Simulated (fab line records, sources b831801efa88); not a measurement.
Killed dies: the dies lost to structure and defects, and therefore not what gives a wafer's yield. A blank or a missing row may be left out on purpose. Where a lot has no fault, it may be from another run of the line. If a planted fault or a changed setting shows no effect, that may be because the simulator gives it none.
fab line records	flow gf180mcu
record: lots: 5	wafers: 15	last_day: 33
route steps=602 shown CONTACT@296 M1@315
lots that met no fault: from a run of the same line without faults
start_h: hours from the record's opening day to when the first of the lot's shown wafers began	wait_h: hours elapsed since this lot's preceding step	" identical to the entry in the row above	L1.1+2: a row that stands for several wafers	- no value, or no start given	* or withheld: withheld	< > ~ a bound
route shown NAME@n: NAME is a module with steps in the file, n the number in the route of the first one	usual: mean/standard deviation taken from wafers without a fault	same: alike in all rows	chamber/n: place in a boat	sites: the reading at each site	_std_site: standard deviation across them	_edge_site: the outer-site mean with the inner-site mean subtracted	radius_mm: how far each site lies from the wafer's centre	mask NAME#n: copy n	behind: the most recent tool/chamber to have shaped the wafer	hold: why the lot was held/for how many hours/how that ended	device: transistor that didn't switch, given as n, p or np	end of line: the tests these same wafers got at the end of their route	a step given without rows: its recipe and nothing more	killed: dies lost to structure and defects at the first sort, not the wafer's yield	map: per-die view of a wafer (x killed, . not killed, _ where there is no die)
set.NAME: the run value of the setting; set.NAME@STEP: its run value at that earlier step	model.NAME: the simulator's own value behind a step, which no gauge read
lots at some steps of the route; a table a step, a row a wafer
services: a tool's chamber out of use, with start hour (start_h, from the record's first day; less than 0 if before it), hours out, and reason
== steps ==
step: GF_CONTACT_COAT_09
recipe: resist: KrF	spin_rpm: withheld	resist_thk_nm: 1000
usual: chill_plate_temp_C: 22.98/0.11	resist_line_temp_C: 23.00/0.11
lot.wafer	tool	chamber	start_h	wait_h	chill_plate_temp_C	resist_line_temp_C
L081.2	litho_track-01	0	-	-	22.81	23.03
L081.3	"	0	"	"	23.04	23.06
L081.4	"	0	"	"	22.92	22.91
L082.1	litho_track-03	0	-	-	22.97	22.92
L082.2	"	0	"	"	22.83	22.92
L082.3	"	0	"	"	23.03	22.99
L086.2	litho_track-01	0	-	-	22.83	23.03
L086.4	"	0	"	"	22.98	22.91
L086.5	"	0	"	"	23.02	22.90
L090.1	litho_track-03	0	-	-	22.93	22.98
L090.2	"	0	"	"	23.19	22.92
L090.4	"	0	"	"	23.15	22.97
L093.1	litho_track-03	0	-	-	22.89	23.09
L093.2	"	0	"	"	23.01	23.23
L093.4	"	0	"	"	22.83	23.17
step: GF_CONTACT_SOFTBAKE_10
recipe: temp_c: 130	time_s: 60	resist: KrF
usual: chill_plate_temp_C: 23.00/0.11	resist_line_temp_C: 22.98/0.11
lot.wafer	tool	chamber	start_h	wait_h	chill_plate_temp_C	resist_line_temp_C
L081.2	litho_track-01	0	-	-	23.31	23.09
L081.3	"	0	"	"	23.18	23.22
L081.4	"	0	"	"	23.20	23.09
L082.1	litho_track-03	0	-	-	23.09	22.76
L082.2	"	0	"	"	23.02	22.93
L082.3	"	0	"	"	22.86	22.77
L086.2	litho_track-01	0	-	-	22.96	22.91
L086.4	"	0	"	"	22.97	23.03
L086.5	"	0	"	"	23.07	22.86
L090.1	litho_track-03	0	-	-	23.04	23.03
L090.2	"	0	"	"	22.94	22.88
L090.4	"	0	"	"	23.05	22.97
L093.1	litho_track-03	0	-	-	23.06	22.80
L093.2	"	0	"	"	22.88	22.91
L093.4	"	0	"	"	22.94	22.88
step: GF_CONTACT_EXPOSE_11
recipe: mask_id: Contact	target_cd_nm: 220	na: 0.68	source_shape: conventional	sigma_outer: 0.6	dose_mj: 38
usual: focus_offset_nm: -0.1/0.46
same: na: 0.68
lot.wafer	tool	chamber	start_h	wait_h	mask	focus_offset_nm
L081.2	krf_scanner-01	0	-	-	Contact#0	-0.1
L081.3	"	0	"	"	Contact#0	0.2
L081.4	"	0	"	"	Contact#0	-0.1
L082.1	krf_scanner-02	0	-	-	Contact#0	0.0
L082.2	"	0	"	"	Contact#0	-0.5
L082.3	"	0	"	"	Contact#0	0.0
L086.2	krf_scanner-01	0	-	-	Contact#0	0.6
L086.4	"	0	"	"	Contact#0	-0.2
L086.5	"	0	"	"	Contact#0	0.0
L090.1	krf_scanner-01	0	-	-	Contact#0	-0.5
L090.2	"	0	"	"	Contact#0	-0.6
L090.4	"	0	"	"	Contact#0	-1.0
L093.1	krf_scanner-01	0	-	-	Contact#0	-0.5
L093.2	"	0	"	"	Contact#0	-0.3
L093.4	"	0	"	"	Contact#0	-0.4
step: GF_CONTACT_PEB_12
recipe: peb_temp_c: 135	peb_time_s: 90	resist: KrF
usual: chill_plate_temp_C: 23.01/0.11	resist_line_temp_C: 23.01/0.12
lot.wafer	tool	chamber	start_h	wait_h	chill_plate_temp_C	resist_line_temp_C
L081.2	litho_track-02	0	-	-	22.90	22.93
L081.3	"	0	"	"	23.20	22.91
L081.4	"	0	"	"	23.09	22.90
L082.1	litho_track-01	0	-	-	23.00	23.02
L082.2	"	0	"	"	23.06	22.97
L082.3	"	0	"	"	23.04	23.06
L086.2	litho_track-03	0	-	-	22.85	23.05
L086.4	"	0	"	"	22.88	22.98
L086.5	"	0	"	"	22.93	23.04
L090.1	litho_track-03	0	-	-	22.95	23.04
L090.2	"	0	"	"	22.92	23.05
L090.4	"	0	"	"	23.07	23.02
L093.1	litho_track-02	0	-	-	23.14	23.24
L093.2	"	0	"	"	22.98	23.05
L093.4	"	0	"	"	23.06	22.95
step: GF_CONTACT_DEVELOP_13
recipe: develop_time_s: 60	resist: KrF	dev_temp_c: 21
usual: chill_plate_temp_C: 22.99/0.11	resist_line_temp_C: 22.99/0.11
same: develop_time_s: 60
lot.wafer	tool	chamber	start_h	wait_h	chill_plate_temp_C	resist_line_temp_C
L081.2	litho_track-02	0	427.47	0.2	23.13	23.02
L081.3	"	0	"	"	22.77	22.81
L081.4	"	0	"	"	22.77	22.95
L082.1	litho_track-01	0	435.30	0.2	22.95	22.81
L082.2	"	0	"	"	22.90	22.80
L082.3	"	0	"	"	22.84	22.94
L086.2	litho_track-03	0	474.89	0.2	22.89	23.04
L086.4	"	0	"	"	22.89	23.08
L086.5	"	0	"	"	22.95	23.07
L090.1	litho_track-03	0	505.72	0.2	23.03	22.99
L090.2	"	0	"	"	23.05	22.95
L090.4	"	0	"	"	23.04	22.87
L093.1	litho_track-02	0	528.19	0.2	22.81	22.99
L093.2	"	0	"	"	22.95	22.99
L093.4	"	0	"	"	22.87	23.00
step: GF_CONTACT_CD_MEAS_14
recipe: target_cd_nm: 220
usual: cd_nm: 220.0/1.3
lot.wafer	tool	chamber	start_h	wait_h	cd_nm
L081.2	cd_sem-02	-	427.62	0.1	219.7
L081.3	"	-	"	"	219.9
L081.4	"	-	"	"	219.6
L082.1	cd_sem-02	-	435.45	0.1	220.4
L082.2	"	-	"	"	219.9
L082.3	"	-	"	"	221.7
L086.2	cd_sem-02	-	475.04	0.1	218.3
L086.4	"	-	"	"	217.5
L086.5	"	-	"	"	219.0
L090.1	cd_sem-02	-	505.87	0.1	217.9
L090.2	"	-	"	"	218.5
L090.4	"	-	"	"	218.3
L093.1	cd_sem-02	-	528.34	0.1	220.3
L093.2	"	-	"	"	220.5
L093.4	"	-	"	"	219.4
step: GF_CONTACT_OVL_MEAS_15
usual: CONTACT_OVL: 1/5.8
lot.wafer	tool	chamber	start_h	wait_h	CONTACT_OVL[nm]
L081.2	overlay-01	-	427.72	0.1	0
L081.3	"	-	"	"	1
L081.4	"	-	"	"	-6
L082.1	overlay-01	-	435.57	0.1	-3
L082.2	"	-	"	"	-1
L082.3	"	-	"	"	-8
L086.2	overlay-02	-	475.14	0.1	-4
L086.4	"	-	"	"	-5
L086.5	"	-	"	"	4
L090.1	overlay-01	-	505.99	0.1	2
L090.2	"	-	"	"	10
L090.4	"	-	"	"	7
L093.1	overlay-02	-	528.46	0.1	-1
L093.2	"	-	"	"	5
L093.4	"	-	"	"	0
step: GF_CONTACT_ETCH_16
recipe: chemistry: N2/H2	target_depth_a: withheld	overetch_a: withheld	time_s: withheld	target: BARC	ion_energy_ev: 200	source_w: 500	bias_w: 100	pressure_mtorr: 30	n2_flow_sccm: 100	h2_flow_sccm: 200
usual: chamber_pressure_mTorr: 30.004/0.027	drypump_motor_current_A: 6.0/0.55	oes_product_au: 0.854/0.0043	throttle_valve_pct: 13.224/0.009
lot.wafer	tool	chamber	start_h	wait_h	chamber_pressure_mTorr	drypump_motor_current_A	oes_product_au	throttle_valve_pct
L081.2	rie_diel-01	0	427.75	0.0	30.019	6.3	0.849	13.236
L081.3	"	3	"	"	29.976	6.8	0.858	13.215
L081.4	"	1	"	"	30.022	6.5	0.848	13.246
L082.1	rie_diel-01	3	435.60	0.0	30.012	6.7	0.859	13.231
L082.2	"	1	"	"	30.065	6.5	0.869	13.224
L082.3	"	0	"	"	30.000	6.4	0.857	13.223
L086.2	rie_diel-01	1	475.17	0.0	30.042	6.5	0.854	13.231
L086.4	"	0	"	"	29.985	6.3	0.852	13.227
L086.5	"	1	"	"	30.003	6.5	0.850	13.234
L090.1	rie_diel-01	3	506.02	0.0	29.994	6.9	0.853	13.226
L090.2	"	1	"	"	29.976	6.5	0.850	13.222
L090.4	"	2	"	"	30.006	6.4	0.852	13.226
L093.1	rie_diel-04	0	528.50	0.0	30.019	6.2	0.850	13.225
L093.2	"	3	"	"	29.970	5.5	0.852	13.226
L093.4	"	2	"	"	29.944	6.1	0.847	13.220
step: GF_CONTACT_ETCH_17
recipe: chemistry: C4F8/O2/Ar	mask_material: KrF	target: SiO2	stop_on: CoSi2	source_w: 1500	bias_w: 1200	pressure_mtorr: 40	c4f8_flow_sccm: withheld	O2_flow_sccm: 6	Ar_flow_sccm: 300	time_s: withheld	target_depth_a: 8600
usual: chamber_pressure_mTorr: 40.00/0.04	oes_product_au: 0.815/0.0044
lot.wafer	tool	chamber	start_h	wait_h	chamber_pressure_mTorr	oes_product_au
L081.2	rie_diel-01	0	-	-	40.02	0.805
L081.3	"	3	"	"	39.94	0.826
L081.4	"	1	"	"	39.97	0.817
L082.1	rie_diel-01	3	-	-	40.01	0.818
L082.2	"	1	"	"	39.99	0.810
L082.3	"	0	"	"	39.97	0.819
L086.2	rie_diel-01	1	-	-	39.98	0.817
L086.4	"	0	"	"	40.03	0.816
L086.5	"	1	"	"	40.01	0.810
L090.1	rie_diel-01	3	-	-	39.99	0.806
L090.2	"	1	"	"	40.03	0.812
L090.4	"	2	"	"	40.01	0.808
L093.1	rie_diel-04	0	-	-	40.01	0.811
L093.2	"	3	"	"	39.95	0.812
L093.4	"	2	"	"	39.99	0.811
step: GF_CONTACT_STRIP_18
recipe: chemistry: O2/N2	power_w: 1400	pressure_mtorr: 1500	platen_temp_c: 250	o2_flow_sccm: 3000	n2_flow_sccm: 300	overash_fraction: 0.5
usual: chamber_pressure_mTorr: 1499.9/1.6	drypump_motor_current_A: 5.76/0.28	heater_power_w: 346/24	oes_product_au: 0.580/0.0046
lot.wafer	tool	chamber	start_h	wait_h	chamber_pressure_mTorr	drypump_motor_current_A	heater_power_w	oes_product_au	rf_hours_counter_h
L081.2	plasma_asher-02	1	427.92	-	1502.2	6.17	373	0.585	26
L081.3	"	0	"	"	1497.1	5.53	307	0.576	-
L081.4	"	1	"	"	1499.4	6.17	377	0.576	-
L082.1	plasma_asher-03	1	435.77	-	1501.3	6.06	330	0.580	1
L082.2	"	0	"	"	1500.6	5.49	331	0.585	1
L082.3	"	1	"	"	1500.1	6.03	332	0.578	-
L086.2	plasma_asher-02	0	475.34	-	1501.0	5.52	315	0.579	32
L086.4	"	0	"	"	1501.7	5.55	307	0.578	-
L086.5	"	1	"	"	1500.4	6.19	377	0.571	-
L090.1	plasma_asher-03	1	506.18	-	1500.2	6.05	336	0.581	8
L090.2	"	0	"	"	1499.8	5.45	333	0.580	8
L090.4	"	0	"	"	1496.9	5.47	331	0.586	-
L093.1	plasma_asher-03	0	528.66	-	1502.4	5.48	346	0.576	11
L093.2	"	1	"	"	1499.0	6.03	339	0.586	11
L093.4	"	0	"	"	1498.0	5.49	360	0.578	-
step: GF_CONTACT_CLEAN_19
recipe: chemistry: SPM
lot.wafer	tool	chamber	start_h	wait_h
L081.2+3+4	wet_bench-02	0	428.02	0.1
L082.1+2+3	wet_bench-03	1	435.87	0.1
L086.2+4+5	wet_bench-03	3	475.44	0.1
L090.1+2+4	wet_bench-02	3	506.28	0.1
L093.1+2+4	wet_bench-02	0	528.76	0.1
step: GF_CONTACT_CLEAN_20
recipe: chemistry: DIW
lot.wafer	tool	chamber	start_h	wait_h
L081.2+3+4	wet_bench-03	1	428.11	0.0
L082.1+2+3	wet_bench-04	2	435.96	0.0
L086.2+4+5	wet_bench-02	3	475.53	0.0
L090.1+2+4	wet_bench-03	1	506.47	0.0
L093.1+2+4	wet_bench-04	0	528.86	0.0
step: GF_CONTACT_CLEAN_21
recipe: chemistry: dHF	time_s: 20	dilution: 100:1	dry: ipa_marangoni
lot.wafer	tool	chamber	start_h	wait_h
L081.2+3+4	wet_bench-04	3	428.20	0.0
L082.1+2+3	wet_bench-02	3	436.05	0.0
L086.2+4+5	wet_bench-04	0	475.62	0.0
L090.1+2+4	wet_bench-04	2	506.56	0.0
L093.1+2+4	wet_bench-02	3	528.95	0.0
step: GF_CONTACT_SPUTTER_22
recipe: material: Ti	target_thk_nm: 15	chamber_pressure_pa: 5	power_w: 2500	substrate_temp_c: 200	time_s: 80.02
usual: throttle_valve_pct: 29.7/0.92
lot.wafer	tool	chamber	start_h	wait_h	throttle_valve_pct
L081.2	pvd_sputter-04	-	428.21	0.0	30.7
L081.3	"	-	"	"	29.8
L081.4	"	-	"	"	29.7
L082.1	pvd_sputter-03	-	436.06	0.0	29.3
L082.2	"	-	"	"	29.4
L082.3	"	-	"	"	28.9
L086.2	pvd_sputter-03	-	475.64	0.0	29.3
L086.4	"	-	"	"	28.5
L086.5	"	-	"	"	29.4
L090.1	pvd_sputter-04	-	506.57	0.0	30.7
L090.2	"	-	"	"	29.8
L090.4	"	-	"	"	29.8
L093.1	pvd_sputter-03	-	528.96	0.0	29.3
L093.2	"	-	"	"	29.2
L093.4	"	-	"	"	29.4
step: GF_CONTACT_SPUTTER_23
recipe: material: TiN	target_thk_nm: 10	chamber_pressure_pa: 5	power_w: 4000	time_s: 40
usual: throttle_valve_pct: 29.8/0.93
lot.wafer	tool	chamber	start_h	wait_h	throttle_valve_pct
L081.2	pvd_sputter-04	-	428.27	0.0	30.8
L081.3	"	-	"	"	29.8
L081.4	"	-	"	"	29.5
L082.1	pvd_sputter-03	-	436.12	0.0	29.3
L082.2	"	-	"	"	29.6
L082.3	"	-	"	"	28.8
L086.2	pvd_sputter-03	-	475.70	0.0	29.4
L086.4	"	-	"	"	29.0
L086.5	"	-	"	"	29.4
L090.1	pvd_sputter-04	-	506.63	0.0	31.0
L090.2	"	-	"	"	29.9
L090.4	"	-	"	"	29.7
L093.1	pvd_sputter-03	-	529.02	0.0	29.2
L093.2	"	-	"	"	28.7
L093.4	"	-	"	"	29.4
step: GF_CONTACT_CVD_24
recipe: material: W	target_thk_nm: 300	time_s: 90.339	temp_c: 400	pressure_torr: 40
usual: heater_power_outer_w: 517/27	heater_power_w: 864/48
lot.wafer	tool	chamber	start_h	wait_h	heater_power_outer_w	heater_power_w	since_wet_clean_h
L081.2	cvd_w-01	0	428.31	0.0	545	844	24
L081.3	"	0	"	"	536	863	-
L081.4	"	1	"	"	500	841	-
L082.1	cvd_w-02	0	436.16	0.0	486	791	532
L082.2	"	1	"	"	539	935	532
L082.3	"	1	"	"	543	914	-
L086.2	cvd_w-01	0	475.74	0.0	545	854	72
L086.4	"	1	"	"	507	857	-
L086.5	"	1	"	"	498	855	-
L090.1	cvd_w-02	0	506.67	0.0	491	821	603
L090.2	"	1	"	"	543	935	603
L090.4	"	0	"	"	497	791	-
L093.1	cvd_w-01	0	529.06	0.0	546	856	125
L093.2	"	1	"	"	498	836	125
L093.4	"	1	"	"	506	859	-
step: GF_CONTACT_RS_MEAS_25
recipe: thk_meas_gauge: four-point-probe	reads: W_of_CONTACT_CVD_24+TiN_of_CONTACT_SPUTTER_23+Ti_of_CONTACT_SPUTTER_22
usual: CONTACT_W_RS: 0.383/0.0035
lot.wafer	tool	chamber	start_h	wait_h	CONTACT_W_RS[ohm/sq]
L081.2	film_metro-02	-	428.43	0.1	0.381
L081.3	"	-	"	"	0.377
L081.4	"	-	"	"	0.381
L082.1	film_metro-04	-	436.26	0.1	0.380
L082.2	"	-	"	"	0.382
L082.3	"	-	"	"	0.379
L086.2	film_metro-02	-	475.86	0.1	0.385
L086.4	"	-	"	"	0.383
L086.5	"	-	"	"	0.389
L090.1	film_metro-03	-	506.77	0.1	0.384
L090.2	"	-	"	"	0.383
L090.4	"	-	"	"	0.385
L093.1	film_metro-04	-	529.16	0.1	0.385
L093.2	"	-	"	"	0.383
L093.4	"	-	"	"	0.384
step: GF_CONTACT_THK_MEAS_26
recipe: thk_meas_gauge: xrf	reads: W_of_CONTACT_CVD_24
usual: CONTACT_W_THK: 307/3.5
lot.wafer	tool	chamber	start_h	wait_h	CONTACT_W_THK[nm]
L081.2	film_metro-02	-	428.54	0.1	309
L081.3	"	-	"	"	314
L081.4	"	-	"	"	310
L082.1	film_metro-04	-	436.38	0.1	310
L082.2	"	-	"	"	306
L082.3	"	-	"	"	311
L086.2	film_metro-02	-	475.97	0.1	305
L086.4	"	-	"	"	309
L086.5	"	-	"	"	303
L090.1	film_metro-03	-	506.89	0.1	303
L090.2	"	-	"	"	302
L090.4	"	-	"	"	301
L093.1	film_metro-04	-	529.28	0.1	305
L093.2	"	-	"	"	308
L093.4	"	-	"	"	305
step: GF_CONTACT_CMP_27
recipe: stop_on: SiO2	down_force_psi: 3.5	platen_rpm: 60	t_overpolish_s: 15	target_thk_nm: 0	pad_velocity_m_s: 0.94248
usual: motor_current_A: 10.1/0.77	overpolish_run_s: 15.000/0.01	time_to_endpoint_s: 74.2/3
lot.wafer	tool	chamber	start_h	wait_h	motor_current_A	overpolish_run_s	time_to_endpoint_s
L081.3	cmp-02	3	428.64	0.1	10.0	15.004	75.4
L081.2	"	0	"	"	10.6	14.988	74.1
L081.4	"	1	"	"	11.1	14.992	72.9
L082.1	cmp-02	2	436.97	0.6	9.7	15.001	75.4
L082.3	"	3	"	"	9.7	15.013	76.9
L082.2	"	0	"	"	11.3	15.018	77.2
L086.4	cmp-02	2	476.12	0.1	9.5	15.008	71.8
L086.2	"	3	"	"	10.3	15.010	73.9
L086.5	"	1	"	"	11.4	14.992	73.0
L090.4	cmp-01	2	506.95	0.0	9.2	15.001	76.9
L090.2	"	3	"	"	9.7	14.999	78.8
L090.1	"	1	"	"	10.6	14.992	78.6
L093.2	cmp-02	2	529.34	0.0	9.3	14.997	72.9
L093.1	"	3	"	"	10.1	15.005	73.6
L093.4	"	1	"	"	11.8	14.993	69.6
step: GF_M1_SPUTTER_00
recipe: material: Ti	target_thk_nm: 37.5	arriving_ion_energy_ev: 80	substrate_temp_c: 200	chamber_pressure_pa: 2	power_w: 4000	time_s: 150
usual: throttle_valve_pct: 29.4/0.94
lot.wafer	tool	chamber	start_h	wait_h	throttle_valve_pct
L081.2	pvd_sputter-03	-	428.89	0.1	31.4
L081.3	"	-	"	"	29.4
L081.4	"	-	"	"	28.9
L082.1	pvd_sputter-01	-	437.22	0.2	28.6
L082.2	"	-	"	"	28.8
L082.3	"	-	"	"	29.3
L086.2	pvd_sputter-02	-	476.32	0.1	29.8
L086.4	"	-	"	"	29.7
L086.5	"	-	"	"	29.9
L090.1	pvd_sputter-03	-	507.25	0.1	28.8
L090.2	"	-	"	"	29.3
L090.4	"	-	"	"	29.4
L093.1	pvd_sputter-01	-	529.64	0.2	29.0
L093.2	"	-	"	"	28.9
L093.4	"	-	"	"	29.1
== services ==
tool	chamber	start_h	hours	kind
cmp-02	-	401.40	0.2	repair
wet_bench-02	-	401.44	2.5	repair
cmp-02	-	404.15	4.0	pm
pvd_sputter-03	-	412.27	4.3	repair
cvd_w-01	-	415.13	3.1	repair
krf_scanner-01	-	418.40	0.8	repair
plasma_asher-03	-	421.25	9.0	pm
krf_scanner-01	-	424.12	1.0	pm
cmp-02	-	434.12	1.0	repair
cmp-02	-	434.49	2.4	repair
pvd_sputter-04	-	437.78	3.9	repair
rie_diel-01	-	444.81	1.8	repair
wet_bench-04	-	445.99	1.2	repair
pvd_sputter-04	-	457.61	2.5	repair
rie_diel-01	2	461.46	4.4	repair
pvd_sputter-04	-	476.72	15.3	repair
krf_scanner-01	-	478.98	1.3	pm
krf_scanner-01	-	495.45	3.6	pm
pvd_sputter-04	-	495.69	2.8	repair
cmp-02	-	498.37	1.2	repair
krf_scanner-01	-	509.06	0.5	repair
wet_bench-03	-	520.87	2.1	repair
krf_scanner-01	-	521.62	0.8	pm
rie_diel-01	2	525.97	4.2	repair
== key ==
fault none
